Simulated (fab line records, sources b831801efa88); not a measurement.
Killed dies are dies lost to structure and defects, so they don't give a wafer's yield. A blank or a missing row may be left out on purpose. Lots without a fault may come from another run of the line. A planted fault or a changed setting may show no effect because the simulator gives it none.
Which tool did it? | flow sky130 | 12 lots, 36 wafers sampled, at 5 steps of a route of 708

WHAT THE GAUGES READ, wafer by wafer
The record holds no reading of a measuring or inspecting step that can be judged against a usual standard deviation.

WHICH TOOL RAN EACH LOT (tool, then ch and the chambers of the sampled wafers, then the start)
lot  | SKY_SONOS_ONO_CVD_04        | SKY_VIA3_ETCH_14                   | SKY_CAP2M_STRIP_14                   | SKY_PASSIVATION_STRIP_12             | SKY_PAD_OPEN_PROBE_99
L944 | lpcvd-03 ch 1, day 11 15:19 | rie_diel-03 ch 0,1, day 39 15:23   | plasma_asher-04 ch 0,1, day 40 16:56 | plasma_asher-03 ch 0,1, day 44 17:25 | -
L946 | lpcvd-03 ch 0, day 12 07:53 | rie_diel-04 ch 1,2,3, day 40 04:40 | plasma_asher-02 ch 0,1, day 41 06:26 | plasma_asher-02 ch 0,1, day 45 06:37 | -
L947 | lpcvd-03 ch 1, day 12 07:53 | rie_diel-03 ch 1,2,3, day 40 07:11 | plasma_asher-04 ch 0,1, day 41 08:44 | plasma_asher-03 ch 0,1, day 45 08:16 | -
L948 | lpcvd-03 ch 0, day 12 16:16 | rie_diel-04 ch 0,3, day 40 18:08   | plasma_asher-03 ch 0,1, day 41 20:04 | plasma_asher-04 ch 0,1, day 45 18:35 | -
L949 | lpcvd-03 ch 1, day 13 02:32 | rie_diel-02 ch 1,2, day 41 02:13   | plasma_asher-02 ch 0,1, day 42 03:53 | plasma_asher-03 ch 1, day 46 02:20   | -
L950 | lpcvd-03 ch 0, day 13 09:11 | rie_diel-03 ch 0,2,3, day 41 10:55 | plasma_asher-04 ch 0, day 42 11:35   | plasma_asher-03 ch 0,1, day 46 07:50 | -
L951 | lpcvd-03 ch 1, day 13 15:38 | rie_diel-02 ch 0,1, day 41 12:13   | plasma_asher-03 ch 0,1, day 42 12:47 | plasma_asher-02 ch 0, day 46 08:32   | -
L952 | lpcvd-03 ch 0, day 14 10:19 | rie_diel-04 ch 0,1,3, day 42 21:44 | plasma_asher-04 ch 0,1, day 43 22:17 | plasma_asher-04 ch 0,1, day 47 14:44 | -
L953 | lpcvd-03 ch 0, day 14 10:19 | rie_diel-03 ch 0,1,2, day 42 19:37 | plasma_asher-02 ch 0,1, day 43 20:02 | plasma_asher-02 ch 0,1, day 47 13:22 | -
L955 | lpcvd-03 ch 0, day 14 14:30 | rie_diel-03 ch 1,2,3, day 42 22:40 | plasma_asher-04 ch 0,1, day 43 23:28 | plasma_asher-04 ch 0,1, day 47 16:01 | -
L960 | lpcvd-03 ch 0, day 16 16:52 | rie_diel-02 ch 0,3, day 44 04:32   | plasma_asher-04 ch 0,1, day 45 04:47 | plasma_asher-04 ch 0,1, day 48 19:22 | prober-01, day 49 15:04
L961 | lpcvd-03 ch 1, day 16 21:03 | rie_diel-02 ch 0,3, day 44 12:38   | plasma_asher-04 ch 0,1, day 45 11:49 | plasma_asher-04 ch 0,1, day 48 22:40 | -
- SKY_SONOS_ONO_CVD_04: deposits SiO2 from SiH4/N2O, target thk 5.7199 nm.
- SKY_VIA3_ETCH_14: etches BARC in N2/H2, stops on SiO2, time 45.9 s, target depth 60 nm.
- SKY_CAP2M_STRIP_14: strips in O2/N2.
- SKY_PASSIVATION_STRIP_12: strips in O2/N2.
- SKY_PAD_OPEN_PROBE_99

WHAT THE TOOLS THEMSELVES READ (means of the sampled wafers that have a number; where no wafer has one, the mark that the record gives instead)
SKY_SONOS_ONO_CVD_04.
lot  | tool     | pressure_mtorr (mTorr) | spike_tc_bottom_C (C)
L944 | lpcvd-03 | 399.5                  | 922
L946 | lpcvd-03 | 399.8                  | 914
L947 | lpcvd-03 | 400.1                  | 923
L948 | lpcvd-03 | 400.9                  | 914
L949 | lpcvd-03 | 400.9                  | 922
L950 | lpcvd-03 | 399.2                  | 914
L951 | lpcvd-03 | 399.3                  | 923
L952 | lpcvd-03 | 400.6                  | 913
L953 | lpcvd-03 | 400.6                  | 913
L955 | lpcvd-03 | 400.3                  | 914
L960 | lpcvd-03 | 399.7                  | 912
L961 | lpcvd-03 | 400.1                  | 923

SKY_VIA3_ETCH_14.
lot  | tool        | drypump_motor_current_A (A) | oes_product_au (a.u.) | throttle_valve_pct (%)
L944 | rie_diel-03 | 6.3                         | 0.850                 | 13.223
L946 | rie_diel-04 | 5.5                         | 0.852                 | 13.229
L947 | rie_diel-03 | 6.2                         | 0.850                 | 13.219
L948 | rie_diel-04 | 5.2                         | 0.851                 | 13.219
L949 | rie_diel-02 | 5.7                         | 0.854                 | 13.225
L950 | rie_diel-03 | 6.2                         | 0.858                 | 13.221
L951 | rie_diel-02 | 5.6                         | 0.854                 | 13.213
L952 | rie_diel-04 | 5.3                         | 0.855                 | 13.221
L953 | rie_diel-03 | 6.3                         | 0.860                 | 13.224
L955 | rie_diel-03 | 6.2                         | 0.852                 | 13.225
L960 | rie_diel-02 | 5.8                         | 0.857                 | 13.223
L961 | rie_diel-02 | 5.8                         | 0.854                 | 13.220

SKY_CAP2M_STRIP_14.
lot  | tool            | drypump_motor_current_A (A) | oes_product_au (a.u.) | strip_time_to_endpoint_s (s)
L944 | plasma_asher-04 | 5.3                         | 0.715                 | 12.62
L946 | plasma_asher-02 | 5.9                         | 0.707                 | 12.63
L947 | plasma_asher-04 | 5.9                         | 0.710                 | 12.55
L948 | plasma_asher-03 | 5.6                         | 0.712                 | 12.63
L949 | plasma_asher-02 | 5.5                         | 0.712                 | 12.59
L950 | plasma_asher-04 | 6.5                         | 0.709                 | 12.59
L951 | plasma_asher-03 | 5.5                         | 0.711                 | 12.61
L952 | plasma_asher-04 | 5.9                         | 0.714                 | 12.63
L953 | plasma_asher-02 | 5.8                         | 0.707                 | 12.62
L955 | plasma_asher-04 | 5.9                         | 0.712                 | 12.58
L960 | plasma_asher-04 | 5.9                         | 0.710                 | 12.63
L961 | plasma_asher-04 | 5.9                         | 0.708                 | 12.64

SKY_PASSIVATION_STRIP_12.
lot  | tool            | drypump_motor_current_A (A) | oes_product_au (a.u.) | strip_time_to_endpoint_s (s)
L944 | plasma_asher-03 | 5.5                         | 0.663                 | 31.44
L946 | plasma_asher-02 | 5.9                         | 0.661                 | 31.36
L947 | plasma_asher-03 | 5.6                         | 0.660                 | 31.54
L948 | plasma_asher-04 | 5.3                         | 0.662                 | 31.53
L949 | plasma_asher-03 | 5.3                         | 0.662                 | 31.51
L950 | plasma_asher-03 | 5.6                         | 0.663                 | 31.71
L951 | plasma_asher-02 | 6.2                         | 0.664                 | 31.54
L952 | plasma_asher-04 | 5.9                         | 0.663                 | 31.46
L953 | plasma_asher-02 | 5.5                         | 0.662                 | 31.66
L955 | plasma_asher-04 | 5.9                         | 0.661                 | 31.59
L960 | plasma_asher-04 | 5.3                         | 0.656                 | 31.57
L961 | plasma_asher-04 | 5.9                         | 0.658                 | 31.47

SKY_PAD_OPEN_PROBE_99.
lot  | tool      | killed_at_M0_to_M3 | killed_at_M4_up | killed_at_contacts | killed_at_front_end | killed_at_other | killed_dies | killed_open | killed_short
L960 | prober-01 | 37                 | 3.3             | 23                 | 48                  | 0.3             | 111         | 40          | 34

THE ANSWER, worked out from the rows above alone
Rule: what is usual is taken from the lots themselves. Put in order of their means at a reading, lots are off if they are a third of the lots or fewer, leave a main group of 4 or more, and stand apart from it by a gap of 3 or more times the standard deviation of the main group's means; of several such gaps the widest counts. A main group whose means are all the same, to the digits that the tables above print for the reading, isn't used. A lot without any number at a reading at which 4 lots or more have one is off too. The other lots that the step has rows for count as sound. The gauges are gone through in route order, then the tools' own readings, and for those a lot's mean is taken as printed above. The first step at which some lot is off is used, and at that step the reading that is off furthest; a lot without a number counts as furthest.
No lot is off at any reading shown: from this, nothing can be told.

WHAT THE SIMULATOR HAD PUT IN
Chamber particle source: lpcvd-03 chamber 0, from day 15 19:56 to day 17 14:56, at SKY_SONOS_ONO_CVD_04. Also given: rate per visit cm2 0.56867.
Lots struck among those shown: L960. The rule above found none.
